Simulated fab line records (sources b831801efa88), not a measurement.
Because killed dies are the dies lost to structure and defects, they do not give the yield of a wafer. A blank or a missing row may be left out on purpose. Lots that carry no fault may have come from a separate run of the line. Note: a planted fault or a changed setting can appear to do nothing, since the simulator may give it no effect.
8D (eight disciplines) problem report, filled in by code	flow sky130	the parts of the form that need people (team, actions taken, sign-off) are left out

== 1. WHAT WENT WRONG ==
Wafers free of any fault read 219.1 (standard deviation 2.7) for VT_ADJUST_NCORE_TW at SKY_VT_ADJUST_NCORE_TW_MEAS_11, against a mean of 250.1 on 6 wafers of 2 lots. Relative to the usual mean, that is a shift of +11 standard deviations.
First seen on wafer L756.4, day 10 00:01, on film-metro-04. Wafers with a number at this step in the record: 42, from 14 lots. Rule for "out", or "out of limits": more than 4 standard deviations from the usual mean. The other wafers with a number count as sound.

== 2. WHAT IT IS, AND WHAT IT ISN'T ==
question	is	is not
which readings at this step	VT_ADJUST_NCORE_TW	-
which lots	L756, L757	L753, L754, L759, L766, L767, L768, L769, L770, L771, L772, L773, L774
which wafers of those lots	all that have a number	-
read on which gauges	film-metro-03, film-metro-04	film-metro-02
when	from day 10 00:01	up to then (6 sound wafers); but 30 sound wafers of L759, L766, L767, L768, L769, L770, L771, L772, L773, L774 came after

== 3. THE SUSPECTS, EACH WITH WHAT RULES IT OUT ==
Counting: a tool at any process step up to the reading remains a suspect when it ran all the lots that are out and ran no sound lot after the first of those.
- the gauge at SKY_VT_ADJUST_NCORE_TW_MEAS_11: ruled out. The wafers that are out were read on 2 gauges (film-metro-03, film-metro-04).
- litho-track-01 at SKY_VT_ADJUST_LVTN_COAT_13 (resist thk 1140 nm): ruled out as a lasting fault. Sound lots L766, L771, L773 ran on it after its first lot that is out, L756 (day 8 14:52).
Left after counting: nothing in the record.

== 4. THE CAUSE (what the simulator had put in) ==
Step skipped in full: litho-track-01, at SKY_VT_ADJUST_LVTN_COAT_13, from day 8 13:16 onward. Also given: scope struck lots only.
Counting ruled it out, wrongly: the rule takes a fault to strike every lot that its tool runs from its start on, and this one did not.

== 5. THE CHAIN OF EFFECTS, in route order ==
One row per reading whose mean, taken over the struck wafers that have a number, lies over 3 standard deviations from the usual. Readings are gone through only where the record gives a usual standard deviation; hours: the median, over the lots, of the time from a lot's start at the first step in this table giving one to that lot's start at this step; sigmas: the change measured in usual standard deviations.
hours	step	reading	usual	on struck wafers	change	sigmas
0	SKY_VT_ADJUST_NCORE_TW_MEAS_11	VT_ADJUST_NCORE_TW	219.1	250.1	+31.0	+11
23	SKY_VT_ADJUST_HVTR_TW_MEAS_11	VT_ADJUST_HVTR_TW	214.4	246.9	+32.5	+25
Readings that are blank on the struck wafers while sound wafers have them: chill-plate-temp-C at SKY_VT_ADJUST_LVTN_COAT_13; dispense-pressure-kPa at SKY_VT_ADJUST_LVTN_COAT_13; resist-line-temp-C at SKY_VT_ADJUST_LVTN_COAT_13; VT_ADJUST_LVTN_01_OVL at SKY_VT_ADJUST_LVTN_OVL_MEAS_18.

== 6. WHAT WOULD HAVE CAUGHT IT SOONER ==
In this record the first reading out of limits at a measuring or inspecting step was taken at day 10 00:01, 35 hours after the fault began at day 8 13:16.
Between SKY_VT_ADJUST_LVTN_COAT_13 and SKY_VT_ADJUST_NCORE_TW_MEAS_11, SKY_VT_ADJUST_LVTN_OVL_MEAS_18 gave no VT_ADJUST_LVTN_01_OVL on the struck wafers, where sound wafers have one: a measuring or inspecting step that comes back empty is itself a sign.
At SKY_VT_ADJUST_LVTN_COAT_13 the tool's readings are blank on the struck wafers, where sound wafers have them: an empty tool record is the first sign, and it was there at once.
